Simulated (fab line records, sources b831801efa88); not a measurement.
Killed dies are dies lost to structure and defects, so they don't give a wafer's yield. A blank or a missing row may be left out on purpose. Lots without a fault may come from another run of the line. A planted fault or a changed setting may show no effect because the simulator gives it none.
Tool commonality check | flow sky130 | 12 lots, 36 wafers sampled

WHY IT WAS OPENED
At SKY_SONOS_ONO_THK_MEAS_01 the reading SONOS_ONO_OXIDATION_THK is flagged on 2 of 12 lots. Wafers without a fault read 2.59 nm, standard deviation 0.061.
Rule: a lot is flagged when every wafer of it that has a number lies more than 4 standard deviations from that mean, or none has a number. The other lots count as sound.

lot  | measured     | on            | SONOS_ONO_OXIDATION_THK (nm), wafer by wafer | flag
L204 | day 11 21:10 | film_metro-04 | 2.56 2.51 2.49                               |
L208 | day 13 07:16 | film_metro-02 | 2.58 2.61 2.55                               |
L209 | day 13 14:07 | film_metro-04 | 2.92 2.93 2.89                               | FLAGGED
L210 | day 13 18:29 | film_metro-02 | 2.96 2.98 3.01                               | FLAGGED
L211 | day 13 22:02 | film_metro-03 | 2.66 2.67 2.66                               |
L219 | day 17 04:42 | film_metro-02 | 2.60 2.62 2.66                               |
L220 | day 17 09:57 | film_metro-02 | 2.65 2.53 2.68                               |
L221 | day 17 15:16 | film_metro-02 | 2.51 2.58 2.61                               |
L222 | day 17 19:31 | film_metro-02 | 2.68 2.67 2.68                               |
L224 | day 18 13:01 | film_metro-03 | 2.50 2.55 2.51                               |
L225 | day 18 17:41 | film_metro-04 | 2.68 2.67 2.65                               |
L226 | day 19 03:04 | film_metro-03 | 2.60 2.56 2.56                               |
The numbers of the flagged lots are 2.95 nm on average: +0.36 nm against the usual, or +6 standard deviations.

WHICH TOOL RAN EACH LOT
The record holds 1 process step before the reading, out of a route of 708 steps. In each cell: the tool, then ch and the chambers that the sampled wafers went through, then the start.
lot  | flag    | SKY_SONOS_ONO_OXIDATION_00
L204 |         | furnace-02 ch 0, day 11 19:48
L208 |         | furnace-02 ch 0, day 13 05:55
L209 | FLAGGED | furnace-02 ch 0, day 13 12:46
L210 | FLAGGED | furnace-02 ch 0, day 13 17:07
L211 |         | furnace-01 ch 0, day 13 20:41
L219 |         | furnace-01 ch 0, day 17 03:21
L220 |         | furnace-01 ch 0, day 17 08:37
L221 |         | furnace-01 ch 0, day 17 13:53
L222 |         | furnace-01 ch 0, day 17 18:10
L224 |         | furnace-02 ch 0, day 18 11:38
L225 |         | furnace-02 ch 0, day 18 16:19
L226 |         | furnace-01 ch 0, day 19 01:43
What these steps do:
- SKY_SONOS_ONO_OXIDATION_00: stabilise 600 s, purge 300 s, target thk 2.6 nm.
- SKY_SONOS_ONO_THK_MEAS_01

FLAGGED OVER TOTAL, TOOL BY TOOL (the gauges that took the reading come last)
step                       | tool          | lots run | flagged | share of the flagged lots | sound lots run after its first flagged lot
SKY_SONOS_ONO_OXIDATION_00 | furnace-01    | 6        | 0       | none                      | -
SKY_SONOS_ONO_OXIDATION_00 | furnace-02    | 6        | 2       | all                       | 2 (L224,L225)
SKY_SONOS_ONO_THK_MEAS_01  | film_metro-02 | 6        | 1       | some                      | 4 (L219,L220,L221,L222)
SKY_SONOS_ONO_THK_MEAS_01  | film_metro-03 | 3        | 0       | none                      | -
SKY_SONOS_ONO_THK_MEAS_01  | film_metro-04 | 3        | 1       | some                      | 1 (L225)

WHAT THE TABLE ALLOWS
1 row of the table ran every flagged lot: furnace-02 at SKY_SONOS_ONO_OXIDATION_00.
- furnace-02 at SKY_SONOS_ONO_OXIDATION_00: 2 of its 6 lots flagged. Sound lots ran on it after the first flagged one (L224, L225), which a lasting fault on the whole tool wouldn't allow.
No row of the table ran every flagged lot and no sound lot after the first.

WHAT THE SIMULATOR HAD PUT IN
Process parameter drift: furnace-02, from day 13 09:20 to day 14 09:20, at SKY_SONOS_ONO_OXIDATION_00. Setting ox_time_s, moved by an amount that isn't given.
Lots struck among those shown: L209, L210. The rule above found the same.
